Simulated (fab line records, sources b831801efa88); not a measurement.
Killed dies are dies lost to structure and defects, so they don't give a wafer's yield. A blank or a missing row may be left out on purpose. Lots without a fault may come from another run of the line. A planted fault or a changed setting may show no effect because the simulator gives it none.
fab line records | flow sky130
record lots=5 wafers=23
route steps=708 shown CAP2M@611 METAL4@628 VIA4@641 METAL5@665
start_h: hours from the record's first day to the start of the lot's first wafer shown | wait_h: hours since the lot's step before | " the same as in the row above | L1.1+2: a row that stands for several wafers | - no value, or no start given | * or withheld: withheld | < > ~ a bound
route shown NAME@n: a module of which the file shows steps, and the number in the route of the first | usual: mean/standard deviation of fault-free wafers | same: alike in all rows | chamber/n: place in a boat | sites: the reading at each site | _std_site: their standard deviation | _edge_site: outer sites' mean less inner sites' | radius_mm: how far each site lies from the wafer's centre | mask NAME#n: copy n | behind: the tool/chamber that last shaped the wafer | hold: why the lot was held/for how many hours/how that ended | device: the transistor (n, p or np) that didn't switch | end of line: the same wafers' tests at the end of the route | a step without rows: its recipe alone | killed: dies lost to structure and defects at the first sort, not the wafer's yield | map: a wafer's dies, x killed, . not, _ none there
set.NAME: the setting as run; set.NAME@STEP: as run at that earlier step | model.NAME: the simulator's own value behind a step, which no gauge read
lots whose settings were changed on purpose; a table a step, a row a wafer
## steps
# step SKY_CAP2M_SOFTBAKE_08
# recipe temp_c=90 time_s=60 resist=NOVOLAK
# columns lot.wafer tool chamber start_h wait_h set.temp_c
L077.2+3+5 litho_track-04 0 983.28 0.1 90
L080.1+2+3 litho_track-04 0 1001.31 0.1 90
L080.5+6 " 0 " " 87.23
L082.2+6 litho_track-02 0 1003.51 0.1 88.11
L082.3+4+5 " 0 " " 90
L081.1+2+5 litho_track-02 0 1004.43 0.1 93.19
L081.3+4 " 0 " " 90
L084.1+2+6 litho_track-01 0 1007.64 0.1 90
L084.4+5 " 0 " " 87.91
# step SKY_CAP2M_EXPOSE_09
# recipe mask_id=CAP2M na=0.6 source_shape=conventional sigma_outer=0.6 polarization=unpolarized target_cd_nm=1000 dose_mj=159
# step SKY_CAP2M_PEB_10
# recipe temp_c=withheld time_s=* resist=NOVOLAK
# step SKY_CAP2M_DEVELOP_11
# recipe resist=NOVOLAK developer=TMAH develop_time_s=60 dev_temp_c=22.54
# columns lot.wafer tool chamber start_h wait_h set.temp_c@CAP2M_SOFTBAKE_08 model.NOVOLAK_of_CAP2M_COAT_07.thk_nm
L077.2 litho_track-01 0 994.31 0.1 90 1136
L077.3 " 0 " " 90 1140
L077.5 " 0 " " 90 1139
L080.1 litho_track-04 0 1012.76 0.1 90 1141
L080.2+3 " 0 " " 90 1142
L080.5 " 0 " " 87.23 1152
L080.6 " 0 " " 87.23 1150
L082.2 litho_track-01 0 1015.21 0.1 88.11 1142
L082.3+4+5 " 0 " " 90 1140
L082.6 " 0 " " 88.11 1149
L081.1 litho_track-02 0 1015.98 0.1 93.19 1135
L081.2 " 0 " " 93.19 1134
L081.3+4 " 0 " " 90 1145
L081.5 " 0 " " 93.19 1136
L084.1+2+6 litho_track-01 0 1018.44 0.1 90 1138
L084.4 " 0 " " 87.91 1144
L084.5 " 0 " " 87.91 1146
# step SKY_CAP2M_METAL_ETCH_13
# recipe target_depth_nm=220 stop_on=SiO2 chemistry=Cl2/BCl3 target=TiN pressure_mtorr=10 icp_w=900 bias_w=48.5 Cl2_flow_sccm=60 bcl3_flow_sccm=30 time_s=62.9
# columns lot.wafer tool chamber start_h wait_h set.time_s model.SiO2_of_CAP2M_CVD_00.thk_nm
L077.2 rie_metal-03 0 994.47 0.0 62.9 15.46
L077.3 " 1 " " 62.9 15.68
L077.5 " 1 " " 62.9 15.57
L080.1 rie_metal-04 1 1012.94 0.0 62.9 15.36
L080.2 " 0 " " 62.9 15.06
L080.3 " 0 " " 66.56 13.57
L080.5 " 0 " " 66.56 14.1
L080.6 " 1 " " 62.9 15.5
L082.2 rie_metal-02 0 1015.37 0.0 69.28 12.89
L082.3 " 1 " " 69.28 12.88
L082.4 " 0 " " 62.9 15.39
L082.5 " 0 " " 69.28 13.29
L082.6 " 1 " " 62.9 15.24
L081.1 rie_metal-03 1 1016.17 0.0 62.9 15.38
L081.2+3 " 0,1 " " 62.9 15.21
L081.4 " 0 " " 62.9 15.73
L081.5 " 1 " " 62.9 15.64
L084.1 rie_metal-03 1 1018.62 0.0 62.9 15.41
L084.2 " 0 " " 62.9 15.52
L084.4 " 0 " " 62.9 15.49
L084.5 " 0 " " 62.9 15.86
L084.6 " 1 " " 62.9 15.67
# step SKY_METAL4_DEVELOP_12
# recipe develop_time_s=60 resist=KrF-thick dev_temp_c=21
# columns lot.wafer tool chamber start_h wait_h set.dev_temp_c
L077.2+3+5 litho_track-02 0 - - 21
L080.1+6 litho_track-03 0 - - 17.56
L080.2+3+5 " 0 " " 21
L082.2+3 litho_track-03 0 - - 21
L082.4+5+6 " 0 " " 19.83
L081.1+5 litho_track-02 0 - - 22.48
L081.2+3+4 " 0 " " 21
L084.1+2+5 litho_track-01 0 - - 17.43
L084.4+6 " 0 " " 21
# step SKY_METAL4_CD_MEAS_13
# recipe target_cd_nm=300
# usual cd_nm=299.9/1.3
# columns lot.wafer tool chamber start_h wait_h set.dev_temp_c@METAL4_DEVELOP_12 cd_nm
L077.2 cd_sem-02 - 1017.30 - 21 300.5
L077.3 " - " " 21 300.0
L077.5 " - " " 21 299.4
L080.1 cd_sem-01 - 1036.23 - 17.56 305.0
L080.2 " - " " 21 301.5
L080.3 " - " " 21 300.9
L080.5 " - " " 21 300.7
L080.6 " - " " 17.56 304.4
L082.2 cd_sem-02 - 1038.50 - 21 300.6
L082.3 " - " " 21 300.0
L082.4 " - " " 19.83 301.6
L082.5 " - " " 19.83 301.6
L082.6 " - " " 19.83 301.1
L081.1 cd_sem-01 - 1039.43 - 22.48 297.7
L081.2 " - " " 21 299.9
L081.3 " - " " 21 298.1
L081.4 " - " " 21 299.5
L081.5 " - " " 22.48 297.3
L084.1 cd_sem-02 - 1042.34 - 17.43 304.4
L084.2 " - " " 17.43 302.6
L084.4 " - " " 21 300.3
L084.5 " - " " 17.43 303.3
L084.6 " - " " 21 301.4
# step SKY_METAL4_DESCUM_15
# recipe chemistry=O2 source_power_w=150 bias_power_w=0 pressure_mtorr=10 temp_c=40 time_s=8
# columns lot.wafer tool chamber start_h wait_h set.dev_temp_c@METAL4_DEVELOP_12 model.METAL4.cd_nm
L077.2 rie_metal-04 0 1017.44 0.0 21 300
L077.3 " 0 " " 21 299.3
L077.5 " 0 " " 21 299.2
L080.1 rie_metal-04 1 1036.38 0.0 17.56 304.9
L080.2 " 0 " " 21 301.1
L080.3 " 1 " " 21 301
L080.5 " 0 " " 21 300.2
L080.6 " 1 " " 17.56 304.6
L082.2 rie_metal-01 1 1038.64 0.0 21 300.4
L082.3 " 1 " " 21 300
L082.4+5 " 1 " " 19.83 301.5
L082.6 " 1 " " 19.83 301.6
L081.1 rie_metal-04 0 1039.59 0.0 22.48 297.5
L081.2 " 1 " " 21 300.4
L081.3 " 1 " " 21 298.6
L081.4 " 0 " " 21 299.1
L081.5 " 1 " " 22.48 297.4
L084.1 rie_metal-01 1 1042.49 0.0 17.43 304.4
L084.2 " 1 " " 17.43 302.8
L084.4 " 1 " " 21 300.3
L084.5 " 1 " " 17.43 303.1
L084.6 " 1 " " 21 301.7
# step SKY_METAL4_ETCH_16
# recipe chemistry=N2/H2 target=BARC ion_energy_ev=200 bias_w=100 pressure_mtorr=30 n2_flow_sccm=100 h2_flow_sccm=200 icp_w=500 stop_on=SiO2 time_s=88.2 target_depth_a=600
# step SKY_METAL4_ETCH_17
# recipe target=SiO2 stop_on=TiN chemistry=C4F8/O2/Ar source_w=1500 bias_w=1200 pressure_mtorr=40 c4f8_flow_sccm=withheld O2_flow_sccm=6 Ar_flow_sccm=300 time_s=3.9 target_depth_a=150
# usual oes_product_au=0.752/0.0078
# columns lot.wafer tool chamber start_h wait_h set.time_s@CAP2M_METAL_ETCH_13 oes_product_au
L077.2 rie_diel-01 0 1017.57 0.1 62.9 0.753
L077.3 " 3 " " 62.9 0.752
L077.5 " 1 " " 62.9 0.754
L080.1 rie_diel-04 0 1036.51 0.1 62.9 0.749
L080.2 " 2 " " 62.9 0.741
L080.3 " 3 " " 66.56 0.703
L080.5 " 3 " " 66.56 0.720
L080.6 " 0 " " 62.9 0.752
L082.2 rie_diel-01 3 1038.89 0.1 69.28 0.690
L082.3 " 1 " " 69.28 0.688
L082.4 " 2 " " 62.9 0.758
L082.5 " 2 " " 69.28 0.701
L082.6 " 1 " " 62.9 0.754
L081.1 rie_diel-04 2 1039.72 0.1 62.9 0.741
L081.2 " 0 " " 62.9 0.744
L081.3 " 1 " " 62.9 0.746
L081.4 " 3 " " 62.9 0.765
L081.5 " 2 " " 62.9 0.758
L084.1 rie_diel-02 3 1042.75 0.2 62.9 0.759
L084.2 " 0 " " 62.9 0.760
L084.4 " 1 " " 62.9 0.756
L084.5 " 2 " " 62.9 0.755
L084.6 " 1 " " 62.9 0.763
# step SKY_VIA4_CMP_02
# recipe material=SiO2 down_force_psi=4 platen_rpm=60 pad_velocity_m_s=0.94248
# columns lot.wafer tool chamber start_h wait_h set.leave_above_ref_nm
L077.3+2+5 cmp-02 0,3,0 1018.88 0.1 580
L080.2+1 cmp-02 1,3 1037.63 0.1 595.2
L080.3+6+5 " 2,0,1 " " 580
L082.2+3+4+6+5 cmp-02 3,0,1,2,3 1040.00 0.1 580
L081.1+3+5 cmp-02 1,2,2 1040.84 0.1 580
L081.4+2 " 3,0 " " 608.6
L084.2+5 cmp-01 1 1043.79 0.0 608.8
L084.1+4+6 " 2,3,2 " " 580
# step SKY_VIA4_SOFTBAKE_07
# recipe temp_c=90 time_s=60 resist=NOVOLAK
# columns lot.wafer tool chamber start_h wait_h set.temp_c model.NOVOLAK_of_VIA4_COAT_06.thk_nm
L077.2+3 litho_track-03 0 1031.20 0.1 90 1140
L077.5 " 0 " " 90 1143
L080.1 litho_track-03 0 1048.93 0.1 90 1141
L080.2 " 0 " " 90 1142
L080.3+5 " 0 " " 90 1140
L080.6 " 0 " " 90 1143
L082.2+3 litho_track-04 0 1050.83 0.1 92.07 1129
L082.4 " 0 " " 90 1136
L082.5 " 0 " " 90 1137
L082.6 " 0 " " 92.07 1132
L081.1 litho_track-03 0 1052.08 0.1 93.06 1127
L081.2 " 0 " " 90 1138
L081.3 " 0 " " 90 1141
L081.4 " 0 " " 93.06 1129
L081.5 " 0 " " 90 1137
L084.1+6 litho_track-03 0 1055.38 0.1 90 1141
L084.2 " 0 " " 90 1140
L084.4 " 0 " " 90 1139
L084.5 " 0 " " 90 1142
# step SKY_VIA4_EXPOSE_08
# recipe mask_id=VIM4 na=0.6 source_shape=conventional sigma_outer=0.6 polarization=unpolarized target_cd_nm=800 dose_mj=132
# step SKY_VIA4_PEB_09
# recipe temp_c=withheld time_s=* resist=NOVOLAK
# step SKY_VIA4_DEVELOP_10
# recipe resist=NOVOLAK developer=TMAH develop_time_s=60 dev_temp_c=23
# step SKY_VIA4_ETCH_12
# recipe target=SiO2 chemistry=C4F8/O2/Ar stop_on=TiN mask_material=NOVOLAK source_w=1500 bias_w=1200 pressure_mtorr=40 c4f8_flow_sccm=withheld O2_flow_sccm=6 Ar_flow_sccm=300 time_s=withheld target_depth_a=5800
# usual oes_product_au=0.926/0.0037
# columns lot.wafer tool chamber start_h wait_h set.leave_above_ref_nm@VIA4_CMP_02 oes_product_au model.VIA4.feature_depth_nm
L077.2 rie_diel-04 3 1042.32 0.0 580 0.925 579.4
L077.3 " 2 " " 580 0.924 581.3
L077.5 " 2 " " 580 0.928 579.2
L080.1 rie_diel-03 2 1060.11 0.0 595.2 0.942 596.9
L080.2 " 1 " " 595.2 0.945 597.3
L080.3 " 0 " " 580 0.920 577.7
L080.5 " 2 " " 580 0.927 580.4
L080.6 " 1 " " 580 0.926 581.4
L082.2 rie_diel-03 0 1061.84 0.0 580 0.921 579
L082.3 " 1 " " 580 0.925 580.1
L082.4 " 3 " " 580 0.924 580.9
L082.5 " 1 " " 580 0.927 580.1
L082.6 " 2 " " 580 0.925 577.8
L081.1 rie_diel-04 0 1063.37 0.0 580 0.923 581
L081.2 " 1 " " 608.6 0.955 608.9
L081.3 " 2 " " 580 0.929 577.2
L081.4 " 3 " " 608.6 0.955 607.9
L081.5 " 3 " " 580 0.925 578.5
L084.1 rie_diel-04 3 1066.21 0.0 580 0.919 579.5
L084.2 " 2 " " 608.8 0.953 609.9
L084.4 " 0 " " 580 0.918 580.1
L084.5 " 0 " " 608.8 0.952 610.8
L084.6 " 3 " " 580 0.933 580.5
# step SKY_VIA4_CVD_18
# recipe material=W target_thk_nm=505 time_s=152.14 temp_c=400 pressure_torr=40
# columns lot.wafer tool chamber start_h wait_h set.temp_c model.W_of_VIA4_CVD_18.thk_nm
L077.2 cvd_w-02 1 1043.06 0.0 400 511
L077.3 " 0 " " 400 505.5
L077.5 " 0 " " 400 510.1
L080.1 cvd_w-02 0 1060.85 0.0 400 511.1
L080.2 " 1 " " 400 509.3
L080.3 " 1 " " 400 509.4
L080.5 " 1 " " 400 512.3
L080.6 " 0 " " 400 510
L082.2 cvd_w-01 0 1062.63 0.0 404.2 546
L082.3 " 0 " " 400 500.8
L082.4 " 1 " " 400 498.5
L082.5 " 0 " " 404.2 538.7
L082.6 " 1 " " 404.2 539.7
L081.1 cvd_w-02 1 1064.11 0.0 391.5 435.8
L081.2 " 0 " " 391.5 434.5
L081.3 " 0 " " 400 508
L081.4 " 1 " " 391.5 437.5
L081.5 " 0 " " 400 508.5
L084.1 cvd_w-01 0 1067.02 0.0 400 499.3
L084.2 " 1 " " 400 497.8
L084.4 " 0 " " 400 501.4
L084.5 " 0 " " 400 503.6
L084.6 " 1 " " 400 502.6
# step SKY_VIA4_RS_MEAS_19
# recipe thk_meas_gauge=four-point-probe reads=W_of_VIA4_CVD_18+TiN_of_VIA4_SPUTTER_17
# usual VIA4_W_RS=0.2269/0.0022
# columns lot.wafer tool chamber start_h wait_h set.temp_c@VIA4_CVD_18 VIA4_W_RS[ohm/sq]
L077.2 film_metro-01 - 1043.23 0.1 400 0.2241
L077.3 " - " " 400 0.2270
L077.5 " - " " 400 0.2246
L080.1 film_metro-03 - 1061.00 0.1 400 0.2234
L080.2 " - " " 400 0.2246
L080.3 " - " " 400 0.2246
L080.5 " - " " 400 0.2231
L080.6 " - " " 400 0.2238
L082.2 film_metro-01 - 1062.81 0.1 404.2 0.2098
L082.3 " - " " 400 0.2285
L082.4 " - " " 400 0.2295
L082.5 " - " " 404.2 0.2124
L082.6 " - " " 404.2 0.2123
L081.1 film_metro-04 - 1064.27 0.1 391.5 0.2628
L081.2 " - " " 391.5 0.2630
L081.3 " - " " 400 0.2251
L081.4 " - " " 391.5 0.2614
L081.5 " - " " 400 0.2248
L084.1 film_metro-04 - 1067.17 0.1 400 0.2290
L084.2 " - " " 400 0.2299
L084.4 " - " " 400 0.2281
L084.5 " - " " 400 0.2269
L084.6 " - " " 400 0.2275
# step SKY_VIA4_THK_MEAS_20
# recipe thk_meas_gauge=xrf reads=W_of_VIA4_CVD_18
# usual VIA4_W_THK=499/6.2
# columns lot.wafer tool chamber start_h wait_h set.temp_c@VIA4_CVD_18 VIA4_W_THK[nm]
L077.2 film_metro-01 - 1043.34 0.1 400 507
L077.3 " - " " 400 508
L077.5 " - " " 400 511
L080.1 film_metro-03 - 1061.12 0.1 400 504
L080.2 " - " " 400 507
L080.3 " - " " 400 507
L080.5 " - " " 400 512
L080.6 " - " " 400 507
L082.2 film_metro-01 - 1062.92 0.1 404.2 540
L082.3 " - " " 400 494
L082.4 " - " " 400 497
L082.5 " - " " 404.2 535
L082.6 " - " " 404.2 533
L081.1 film_metro-04 - 1064.39 0.1 391.5 431
L081.2 " - " " 391.5 429
L081.3 " - " " 400 502
L081.4 " - " " 391.5 432
L081.5 " - " " 400 502
L084.1 film_metro-04 - 1067.29 0.1 400 493
L084.2 " - " " 400 494
L084.4 " - " " 400 493
L084.5 " - " " 400 497
L084.6 " - " " 400 493
# step SKY_METAL5_SPUTTER_04
# recipe material=TiN target_thk_nm=70 power_w=6500 time_s=58.3 chamber_pressure_pa=0.4
# columns lot.wafer tool chamber start_h wait_h set.power_w model.TiN_of_METAL5_SPUTTER_04.thk_nm
L077.2 pvd_sputter-03 - 1043.81 0.0 6500 69.9
L077.3 " - " " 6500 70.1
L077.5 " - " " 6500 70.32
L080.1 pvd_sputter-03 - 1062.47 0.9 7279 77.38
L080.2 " - " " 7279 76.77
L080.3 " - " " 6500 68.87
L080.5 " - " " 7279 77.33
L080.6 " - " " 6500 68.86
L082.2 pvd_sputter-03 - 1063.38 0.0 6500 69.31
L082.3 " - " " 6500 69.22
L082.4 " - " " 6500 68.88
L082.5 " - " " 6500 69.03
L082.6 " - " " 6500 68.8
L081.1 pvd_sputter-01 - 1064.87 0.0 6500 71.09
L081.2 " - " " 5794 62.73
L081.3 " - " " 6500 69.99
L081.4 " - " " 5794 61.76
L081.5 " - " " 5794 62.56
L084.1 pvd_sputter-02 - 1067.76 0.0 6185 65.67
L084.2 " - " " 6500 68.95
L084.4 " - " " 6185 65.93
L084.5 " - " " 6185 65.3
L084.6 " - " " 6500 68.42
# step SKY_METAL5_METAL_ETCH_15
# recipe target_depth_a=12600 stop_on=SiO2 over_etch_frac=0.2 time_s=252 chemistry=Cl2/BCl3 resist_sidewall_deg=86 pressure_mtorr=10 icp_w=900 bias_w=48.5 Cl2_flow_sccm=60 bcl3_flow_sccm=30
# columns lot.wafer tool chamber start_h wait_h set.icp_w model.NOVOLAK_of_METAL5_COAT_09.thk_nm
L077.2 rie_metal-02 0 1066.09 0.0 900 1034
L077.3 " 0 " " 900 1029
L077.5 " 1 " " 900 1037
L080.1 rie_metal-02 0 1083.26 0.0 1000 -
L080.2+5 " 1 " " 900 -
L080.3 " 0 " " 1000 973.9
L080.6 " 0 " " 900 1035
L082.2 rie_metal-02 0 1084.37 0.0 900 1036
L082.3 " 1 " " 900 1045
L082.4 " 0 " " 810.1 1109
L082.5 " 0 " " 900 1037
L082.6 " 1 " " 810.1 1116
L081.1 rie_metal-04 0 1085.84 0.0 900 1018
L081.2 " 1 " " 900 -
L081.3 " 0 " " 834.8 1057
L081.4+5 " 1 " " 834.8 -
L084.1 rie_metal-02 1 1089.47 0.0 900 1037
L084.2 " 0 " " 900 1036
L084.4 " 0 " " 900 1041
L084.5 " 1 " " 900 1031
L084.6 " 0 " " 900 1032
# step SKY_METAL5_STRIP_16
# recipe chemistry=O2/N2 power_w=1400 pressure_mtorr=1500 platen_temp_c=withheld o2_flow_sccm=3000 n2_flow_sccm=300 overash_fraction=0.5
# usual strip_time_to_endpoint_s=12.99/0.15
# columns lot.wafer tool chamber start_h wait_h set.icp_w@METAL5_METAL_ETCH_15 strip_time_to_endpoint_s
L077.2 plasma_asher-02 0 1066.33 0.2 900 13.05
L077.3 " 0 " " 900 13.01
L077.5 " 0 " " 900 13.11
L080.1 plasma_asher-03 1 1083.50 0.2 1000 12.25
L080.2 " 0 " " 900 13.10
L080.3 " 1 " " 1000 12.43
L080.5 " 1 " " 900 13.02
L080.6 " 0 " " 900 13.06
L082.2 plasma_asher-04 0 1084.61 0.2 900 13.10
L082.3 " 0 " " 900 13.19
L082.4 " 1 " " 810.1 13.93
L082.5 " 1 " " 900 13.11
L082.6 " 0 " " 810.1 14.00
L081.1 plasma_asher-04 0 1086.08 0.2 900 12.86
L081.2 " 1 " " 900 13.01
L081.3 " 1 " " 834.8 13.31
L081.4 " 0 " " 834.8 13.48
L081.5 " 1 " " 834.8 13.48
L084.1 plasma_asher-02 1 1089.71 0.2 900 13.10
L084.2 " 0 " " 900 13.08
L084.4 " 1 " " 900 13.14
L084.5 " 0 " " 900 13.04
L084.6 " 1 " " 900 13.03
## key
split step=SKY_CAP2M_SOFTBAKE_08 setting=temp_c stated=90 by=wafer
response step=SKY_CAP2M_DEVELOP_11 reading=model.NOVOLAK_of_CAP2M_COAT_07.thk_nm change=-2.89 per=1% r=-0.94
split step=SKY_CAP2M_METAL_ETCH_13 setting=time_s stated=62.9 by=wafer
response step=SKY_CAP2M_METAL_ETCH_13 reading=model.SiO2_of_CAP2M_CVD_00.thk_nm change=-0.233 per=1% r=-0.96
response step=SKY_METAL4_ETCH_17 reading=oes_product_au change=-0.00619 per=1% r=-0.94
split step=SKY_METAL4_DEVELOP_12 setting=dev_temp_c stated=21 by=wafer
response step=SKY_METAL4_CD_MEAS_13 reading=cd_nm change=-0.191 per=1% r=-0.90
response step=SKY_METAL4_DESCUM_15 reading=model.METAL4.cd_nm change=-0.201 per=1% r=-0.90
split step=SKY_VIA4_CMP_02 setting=leave_above_ref_nm stated=580 by=wafer
response step=SKY_VIA4_ETCH_12 reading=oes_product_au change=+0.00602 per=1% r=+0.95
response step=SKY_VIA4_ETCH_12 reading=model.VIA4.feature_depth_nm change=+6.11 per=1% r=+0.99
split step=SKY_VIA4_SOFTBAKE_07 setting=temp_c stated=90 by=wafer
response step=SKY_VIA4_SOFTBAKE_07 reading=model.NOVOLAK_of_VIA4_COAT_06.thk_nm change=-3.04 per=1% r=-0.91
split step=SKY_VIA4_CVD_18 setting=temp_c stated=400 by=wafer
response step=SKY_VIA4_CVD_18 reading=model.W_of_VIA4_CVD_18.thk_nm change=+35.2 per=1% r=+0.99
response step=SKY_VIA4_RS_MEAS_19 reading=VIA4_W_RS change=-0.0174 per=1% r=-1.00
response step=SKY_VIA4_THK_MEAS_20 reading=VIA4_W_THK change=+34.4 per=1% r=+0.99
split step=SKY_METAL5_SPUTTER_04 setting=power_w stated=6500 by=wafer
response step=SKY_METAL5_SPUTTER_04 reading=model.TiN_of_METAL5_SPUTTER_04.thk_nm change=+0.713 per=1% r=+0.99
split step=SKY_METAL5_METAL_ETCH_15 setting=icp_w stated=900 by=wafer
response step=SKY_METAL5_METAL_ETCH_15 reading=model.NOVOLAK_of_METAL5_COAT_09.thk_nm change=-6.57 per=1% r=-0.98
response step=SKY_METAL5_STRIP_16 reading=strip_time_to_endpoint_s change=* per=1% r=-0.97
